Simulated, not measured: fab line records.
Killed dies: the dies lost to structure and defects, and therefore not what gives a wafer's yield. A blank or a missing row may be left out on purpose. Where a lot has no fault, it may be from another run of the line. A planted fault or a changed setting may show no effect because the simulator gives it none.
fab line records -- flow sky130
record lots=13, wafers=39, last-day=50
route steps=708 shown FIELD_ISO@5 NWELL@66 VT_ADJUST_HVTP@93 PAD_OPEN@708
lots with no fault: from the same line, run without faults
start-h: hours from the record's first day to the start of the lot's first wafer shown -- wait-h: hours elapsed since this lot's preceding step -- " same as the row above -- L1.1+2: a single row standing in for several wafers -- - no value, or no start was given -- * or withheld: withheld -- < > ~ a bound
route shown NAME@n: NAME is a module with steps in the file, n the number in the route of the first one -- usual: mean and standard deviation over wafers with no fault -- same: alike in all rows -- chamber/n: place in a boat -- sites: the reading at each site -- _std_site: the values' standard deviation -- _edge_site: inner sites' mean taken away from outer sites' mean -- radius-mm: how far each site lies from the wafer's centre -- mask NAME#n: copy n -- behind: tool/chamber where the wafer was last shaped -- hold: the reason the lot was held/the length of the hold in hours/how it ended -- device: whichever transistor did not switch (one of n, p or np) -- end of line: the tests these same wafers got at the end of their route -- step lacking rows: just its recipe -- killed: the dies lost at the first sort to structure and to defects; this is not the yield of the wafer -- map: per-die view of a wafer (x killed, . not killed, _ where there is no die)
set.NAME: the run value of the setting; set.NAME@STEP: its run value at that earlier step -- model.NAME: the simulator's own value behind a step, which no gauge read
a sample of lots followed through the steps of the route, with each step as a table and each wafer as a row
services: the hour from which a tool's chamber was out of use, counted from the record's first day as start-h (under 0 if before that day), plus the number of hours and why
## steps
# step SKY_FIELD_ISO_THK_MEAS_04
# recipe reads=Si3N4_of_FIELD_ISO_CVD_03
# usual FIELD_ISO_CVD_03_THK=165.7/1.7
lot.wafer,tool,chamber,start-h,wait-h,FIELD_ISO_CVD_03_THK[nm]
L584.1,film-metro-02,-,15.68,0.0,165.0
L584.3,film-metro-02,-,15.68,0.0,165.1
L584.6,film-metro-02,-,15.68,0.0,163.6
L588.1,film-metro-03,-,35.90,0.0,167.6
L588.3,film-metro-03,-,35.90,0.0,166.3
L588.6,film-metro-03,-,35.90,0.0,166.6
L589.3,film-metro-02,-,39.96,0.0,162.7
L589.4,film-metro-02,-,39.96,0.0,164.1
L589.5,film-metro-02,-,39.96,0.0,164.8
L590.2,film-metro-03,-,43.49,0.0,166.9
L590.3,film-metro-03,-,43.49,0.0,166.2
L590.4,film-metro-03,-,43.49,0.0,165.6
L592.1,film-metro-02,-,54.59,0.0,165.9
L592.2,film-metro-02,-,54.59,0.0,166.8
L592.3,film-metro-02,-,54.59,0.0,164.6
L598.1,film-metro-04,-,83.48,0.0,165.6
L598.3,film-metro-04,-,83.48,0.0,164.3
L598.4,film-metro-04,-,83.48,0.0,164.0
L600.1,film-metro-03,-,93.48,0.0,166.6
L600.2,film-metro-03,-,93.48,0.0,166.1
L600.3,film-metro-03,-,93.48,0.0,167.5
L602.2,film-metro-02,-,108.21,0.0,164.3
L602.3,film-metro-02,-,108.21,0.0,165.2
L602.4,film-metro-02,-,108.21,0.0,164.8
L603.2,film-metro-03,-,113.31,0.0,166.4
L603.5,film-metro-03,-,113.31,0.0,166.8
L603.6,film-metro-03,-,113.31,0.0,167.2
L604.1,film-metro-02,-,116.09,0.0,163.9
L604.4,film-metro-02,-,116.09,0.0,164.0
L604.5,film-metro-02,-,116.09,0.0,162.7
L605.2,film-metro-02,-,120.36,0.0,166.0
L605.4,film-metro-02,-,120.36,0.0,166.0
L605.5,film-metro-02,-,120.36,0.0,165.5
L606.1,film-metro-03,-,124.45,0.0,167.6
L606.5,film-metro-03,-,124.45,0.0,166.6
L606.6,film-metro-03,-,124.45,0.0,167.9
L607.3,film-metro-03,-,131.10,0.0,167.0
L607.4,film-metro-03,-,131.10,0.0,169.3
L607.6,film-metro-03,-,131.10,0.0,168.4
# step SKY_FIELD_ISO_THK_MEAS_25
# recipe reads=SiO2_of_FIELD_ISO_CVD_24
# usual FIELD_ISO_CVD_24_THK=595/5.5
lot.wafer,tool,chamber,start-h,wait-h,FIELD_ISO_CVD_24_THK[nm]
L584.1,film-metro-03,-,33.53,0.0,597
L584.3,film-metro-03,-,33.53,0.0,594
L584.6,film-metro-03,-,33.53,0.0,591
L588.1,film-metro-04,-,52.94,0.0,594
L588.3,film-metro-04,-,52.94,0.0,592
L588.6,film-metro-04,-,52.94,0.0,588
L589.3,film-metro-04,-,57.96,0.1,596
L589.4,film-metro-04,-,57.96,0.1,593
L589.5,film-metro-04,-,57.96,0.1,595
L590.2,film-metro-03,-,61.13,0.0,599
L590.3,film-metro-03,-,61.13,0.0,593
L590.4,film-metro-03,-,61.13,0.0,598
L592.1,film-metro-03,-,72.65,0.0,597
L592.2,film-metro-03,-,72.65,0.0,592
L592.3,film-metro-03,-,72.65,0.0,599
L598.1,film-metro-04,-,107.66,0.0,601
L598.3,film-metro-04,-,107.66,0.0,594
L598.4,film-metro-04,-,107.66,0.0,597
L600.1,film-metro-03,-,114.20,0.0,590
L600.2,film-metro-03,-,114.20,0.0,600
L600.3,film-metro-03,-,114.20,0.0,608
L602.2,film-metro-02,-,130.81,0.0,589
L602.3,film-metro-02,-,130.81,0.0,603
L602.4,film-metro-02,-,130.81,0.0,597
L603.2,film-metro-04,-,135.02,0.0,602
L603.5,film-metro-04,-,135.02,0.0,593
L603.6,film-metro-04,-,135.02,0.0,597
L604.1,film-metro-02,-,140.28,0.0,602
L604.4,film-metro-02,-,140.28,0.0,602
L604.5,film-metro-02,-,140.28,0.0,590
L605.2,film-metro-04,-,143.77,0.0,597
L605.4,film-metro-04,-,143.77,0.0,592
L605.5,film-metro-04,-,143.77,0.0,587
L606.1,film-metro-04,-,147.13,0.0,587
L606.5,film-metro-04,-,147.13,0.0,586
L606.6,film-metro-04,-,147.13,0.0,588
L607.3,film-metro-04,-,153.48,0.1,590
L607.4,film-metro-04,-,153.48,0.1,592
L607.6,film-metro-04,-,153.48,0.1,599
# step SKY_NWELL_IMPLANT_13
# recipe species=P, energy-kev=50, dose-cm2=7e+11, tilt-deg=withheld
# usual dose-ions-cm2=6.998e+11/7.9e+08, faraday-current-uA=3.95/0.074
lot.wafer,tool,chamber,start-h,wait-h,dose-ions-cm2,faraday-current-uA
L584.1,implanter-01,0,87.12,0.1,6.989e+11,3.87
L584.3,implanter-01,0,87.12,0.1,6.994e+11,3.97
L584.6,implanter-01,0,87.12,0.1,6.987e+11,4.05
L588.1,implanter-01,0,109.87,0.1,3.251e+11,1.74
L588.3,implanter-01,0,109.87,0.1,3.251e+11,1.84
L588.6,implanter-01,0,109.87,0.1,3.224e+11,1.84
L589.3,implanter-04,0,114.91,0.1,6.985e+11,3.91
L589.4,implanter-04,0,114.91,0.1,6.992e+11,3.94
L589.5,implanter-04,0,114.91,0.1,7.001e+11,3.96
L590.2,implanter-01,0,121.86,0.1,3.246e+11,1.85
L590.3,implanter-01,0,121.86,0.1,3.261e+11,1.81
L590.4,implanter-01,0,121.86,0.1,3.259e+11,1.82
L592.1,implanter-01,0,133.67,0.1,3.251e+11,1.84
L592.2,implanter-01,0,133.67,0.1,3.247e+11,1.85
L592.3,implanter-01,0,133.67,0.1,3.247e+11,1.88
L598.1,implanter-04,0,174.41,0.1,7.019e+11,3.87
L598.3,implanter-04,0,174.41,0.1,7.003e+11,4.02
L598.4,implanter-04,0,174.41,0.1,7e+11,4.00
L600.1,implanter-03,0,180.77,0.1,6.997e+11,3.99
L600.2,implanter-03,0,180.77,0.1,7.002e+11,3.96
L600.3,implanter-03,0,180.77,0.1,7.013e+11,3.96
L602.2,implanter-01,0,198.80,0.1,6.991e+11,3.82
L602.3,implanter-01,0,198.80,0.1,6.988e+11,3.97
L602.4,implanter-01,0,198.80,0.1,6.988e+11,3.93
L603.2,implanter-01,0,201.44,0.1,6.992e+11,3.88
L603.5,implanter-01,0,201.44,0.1,6.995e+11,3.98
L603.6,implanter-01,0,201.44,0.1,6.999e+11,3.88
L605.2,implanter-01,0,213.69,0.1,7.002e+11,3.91
L605.4,implanter-01,0,213.69,0.1,6.996e+11,3.97
L605.5,implanter-01,0,213.69,0.1,7e+11,3.88
L604.1,implanter-03,0,214.24,0.1,6.996e+11,3.87
L604.4,implanter-03,0,214.24,0.1,6.99e+11,3.86
L604.5,implanter-03,0,214.24,0.1,6.989e+11,3.88
L606.1,implanter-03,0,217.34,0.1,7.001e+11,3.97
L606.5,implanter-03,0,217.34,0.1,7.001e+11,3.99
L606.6,implanter-03,0,217.34,0.1,7.003e+11,4.05
L607.3,implanter-04,0,222.91,0.1,6.998e+11,3.99
L607.4,implanter-04,0,222.91,0.1,6.996e+11,4.07
L607.6,implanter-04,0,222.91,0.1,6.995e+11,3.87
# step SKY_NWELL_RS_MEAS_29
# recipe thk-meas-gauge=four-point-probe
# usual NWELL_RS=624.2/1.8
lot.wafer,tool,chamber,start-h,wait-h,NWELL_RS[ohm/sq]
L584.1,film-metro-04,-,105.68,0.1,623.9
L584.3,film-metro-04,-,105.68,0.1,625.0
L584.6,film-metro-04,-,105.68,0.1,623.3
L588.1,film-metro-03,-,128.17,0.1,637.8
L588.3,film-metro-03,-,128.17,0.1,638.2
L588.6,film-metro-03,-,128.17,0.1,639.3
L589.3,film-metro-04,-,134.23,0.1,622.1
L589.4,film-metro-04,-,134.23,0.1,622.3
L589.5,film-metro-04,-,134.23,0.1,621.2
L590.2,film-metro-03,-,141.81,0.1,636.5
L590.3,film-metro-03,-,141.81,0.1,635.3
L590.4,film-metro-03,-,141.81,0.1,634.7
L592.1,film-metro-03,-,153.07,0.1,637.9
L592.2,film-metro-03,-,153.07,0.1,639.1
L592.3,film-metro-03,-,153.07,0.1,639.8
L598.1,film-metro-01,-,196.72,0.1,627.2
L598.3,film-metro-01,-,196.72,0.1,625.3
L598.4,film-metro-01,-,196.72,0.1,625.6
L600.1,film-metro-04,-,201.93,0.1,623.5
L600.2,film-metro-04,-,201.93,0.1,621.2
L600.3,film-metro-04,-,201.93,0.1,621.9
L602.2,film-metro-04,-,220.51,0.1,621.6
L602.3,film-metro-04,-,220.51,0.1,620.2
L602.4,film-metro-04,-,220.51,0.1,621.8
L603.2,film-metro-04,-,223.37,0.1,621.8
L603.5,film-metro-04,-,223.37,0.1,622.8
L603.6,film-metro-04,-,223.37,0.1,625.1
L605.2,film-metro-03,-,236.60,0.1,622.9
L605.4,film-metro-03,-,236.60,0.1,621.8
L605.5,film-metro-03,-,236.60,0.1,620.2
L604.1,film-metro-04,-,237.83,0.1,620.0
L604.4,film-metro-04,-,237.83,0.1,619.6
L604.5,film-metro-04,-,237.83,0.1,622.2
L606.1,film-metro-04,-,241.20,0.1,621.0
L606.5,film-metro-04,-,241.20,0.1,623.1
L606.6,film-metro-04,-,241.20,0.1,621.5
L607.3,film-metro-01,-,246.44,0.1,625.5
L607.4,film-metro-01,-,246.44,0.1,625.4
L607.6,film-metro-01,-,246.44,0.1,626.0
# step SKY_VT_ADJUST_HVTP_OVL_MEAS_08
# usual VT_ADJUST_HVTP_OVL=-1.7/1.4
lot.wafer,tool,chamber,start-h,wait-h,VT_ADJUST_HVTP_OVL[nm]
L584.1,overlay-01,-,122.90,0.1,-4.6
L584.3,overlay-01,-,122.90,0.1,-2.9
L584.6,overlay-01,-,122.90,0.1,-5.2
L588.1,overlay-02,-,147.49,0.1,-2.9
L588.3,overlay-02,-,147.49,0.1,-0.8
L588.6,overlay-02,-,147.49,0.1,-3.3
L589.3,overlay-01,-,153.36,0.1,-2.2
L589.4,overlay-01,-,153.36,0.1,-3.1
L589.5,overlay-01,-,153.36,0.1,-3.3
L590.2,overlay-02,-,161.66,0.1,-1.3
L590.3,overlay-02,-,161.66,0.1,-0.3
L590.4,overlay-02,-,161.66,0.1,0.0
L592.1,overlay-01,-,173.64,0.1,-1.6
L592.2,overlay-01,-,173.64,0.1,-2.6
L592.3,overlay-01,-,173.64,0.1,0.6
L598.1,overlay-02,-,218.70,0.1,-1.4
L598.3,overlay-02,-,218.70,0.1,-1.0
L598.4,overlay-02,-,218.70,0.1,-0.6
L600.1,overlay-02,-,224.14,0.1,-1.7
L600.2,overlay-02,-,224.14,0.1,-0.4
L600.3,overlay-02,-,224.14,0.1,-0.2
L602.2,overlay-01,-,243.57,0.1,-2.9
L602.3,overlay-01,-,243.57,0.1,-3.1
L602.4,overlay-01,-,243.57,0.1,-1.3
L603.2,overlay-01,-,246.62,0.1,-1.9
L603.5,overlay-01,-,246.62,0.1,-1.0
L603.6,overlay-01,-,246.62,0.1,-0.6
L605.2,overlay-01,-,260.61,0.1,-3.1
L605.4,overlay-01,-,260.61,0.1,-0.3
L605.5,overlay-01,-,260.61,0.1,-0.5
L604.1,overlay-01,-,262.11,0.1,-0.8
L604.4,overlay-01,-,262.11,0.1,-1.4
L604.5,overlay-01,-,262.11,0.1,-2.1
L606.1,overlay-02,-,264.60,0.1,0.0
L606.5,overlay-02,-,264.60,0.1,-1.0
L606.6,overlay-02,-,264.60,0.1,-0.7
L607.3,overlay-02,-,270.92,0.1,-3.9
L607.4,overlay-02,-,270.92,0.1,-1.5
L607.6,overlay-02,-,270.92,0.1,-1.7
# step SKY_PAD_OPEN_PROBE_99
# usual killed_at_M0_to_M3=43/7.1, killed_at_M4_up=3.2/1.7, killed-at-contacts=24/5.6, killed-at-front-end=16/5, killed-at-other=0.4/0.68, killed-dies=86/9.3, killed-open=47/7.1, killed-short=39/5.7
# same gross-dies=492, killed-at-back-side=0
lot.wafer,tool,chamber,start-h,wait-h,killed_at_M0_to_M3,killed_at_M4_up,killed-at-contacts,killed-at-front-end,killed-at-other,killed-dies,killed-open,killed-short
L590.2,prober-01,-,1116.90,0.1,41,5,19,13,1,79,45,34
L590.3,prober-01,-,1116.95,0.2,41,4,23,22,1,91,46,45
L590.4,prober-01,-,1117.00,0.2,36,5,23,13,1,78,39,39
L602.2,prober-01,-,1180.54,0.1,56,4,24,17,0,101,56,44
L602.3,prober-01,-,1180.59,0.2,39,2,29,15,0,85,49,36
L602.4,prober-01,-,1180.64,0.2,39,3,30,10,1,83,44,39
# killed by level:class
L590.2 VIA3:geometric-particle:open=10 VIA1:geometric-particle:open=8 CONTACT:geometric-particle:open=7 VIA2:geometric-particle:open=6 POLY_GATE:geometric-particle:short=4 METAL1:geometric-particle:short=4 VIA1:geometric-particle:short=4 METAL4:geometric-particle:short=4
L590.3 LI_CONTACT:geometric-particle:open=8 CONTACT:geometric-particle:open=7 VIA1:geometric-particle:open=7 METAL2:geometric-particle:short=7 FIELD_ISO:geometric-particle:open=6 METAL1:geometric-particle:short=6 VIA3:geometric-particle:open=6 FIELD_ISO:geometric-particle:short=5
L590.4 VIA1:geometric-particle:open=7 CONTACT:geometric-particle:open=7 LI_CONTACT:geometric-particle:open=6 METAL1:geometric-particle:short=6 FIELD_ISO:geometric-particle:open=5 VIA3:geometric-particle:open=5 FIELD_ISO:geometric-particle:short=4 LI_CONTACT:geometric-particle:short=4
L602.2 VIA1:geometric-particle:open=19 LI_CONTACT:geometric-particle:open=7 VIA1:geometric-particle:short=7 LOCAL_INTERCONNECT:geometric-particle:short=6 CONTACT:geometric-particle:open=6 VIA2:geometric-particle:open=6 VIA3:geometric-particle:open=6 METAL3:geometric-particle:short=6
L602.3 LI_CONTACT:geometric-particle:open=12 VIA1:geometric-particle:open=7 METAL1:geometric-particle:short=7 CONTACT:geometric-particle:open=7 VIA2:geometric-particle:open=7 FIELD_ISO:geometric-particle:short=5 VIA3:geometric-particle:open=5 CONTACT:geometric-particle:short=4
L602.4 VIA1:geometric-particle:open=8 VIA2:geometric-particle:open=7 LI_CONTACT:geometric-particle:open=7 LOCAL_INTERCONNECT:geometric-particle:short=6 CONTACT:geometric-particle:short=6 METAL1:geometric-particle:short=6 CONTACT:geometric-particle:open=5 VIA3:geometric-particle:open=5
## services
tool,chamber,start-h,hours,kind
implanter-01,-,82.29,2.8,repair
implanter-04,-,106.46,1.2,repair
implanter-03,-,131.61,3.2,pm
implanter-03,-,139.06,3.4,repair
implanter-03,-,146.76,5.8,repair
implanter-03,-,184.48,2.4,repair
implanter-04,-,192.85,3.6,pm
implanter-04,-,213.52,4.1,pm
## key
first-sign step=SKY_NWELL_IMPLANT_13, reading=dose-ions-cm2, direction=down, sigmas=99+, usual=*, struck=*
effect step=SKY_NWELL_IMPLANT_13, reading=faraday-current-uA, direction=down, sigmas=29, usual=3.95, struck=1.83
effect step=SKY_NWELL_RS_MEAS_29, reading=NWELL_RS, direction=up, sigmas=7.4, usual=624.2, struck=637.6
met-at SKY_NWELL_IMPLANT_13
struck-lots L588,L590,L592
tester-left-out L588,L590,L592
not-acting-at SKY_FIELD_ISO_THK_MEAS_04,SKY_FIELD_ISO_THK_MEAS_25,SKY_VT_ADJUST_HVTP_OVL_MEAS_08
onset-between 87.12 109.87
fault kind=process-parameter-drift, tool=implanter-01, chamber=-, onset-h=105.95, steps=SKY_NWELL_IMPLANT_13, channel=dose-cm2, offset=*, shape=step, end-h=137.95, acts-in=*, stated=*
# tester-left-out: of these lots the tester's yield and bins aren't shown, on N5 and GAA mostly nor the transistor test; their killed dies are dies lost to structure and defects alone, not to doping, threshold or leakage, so they don't give the yield
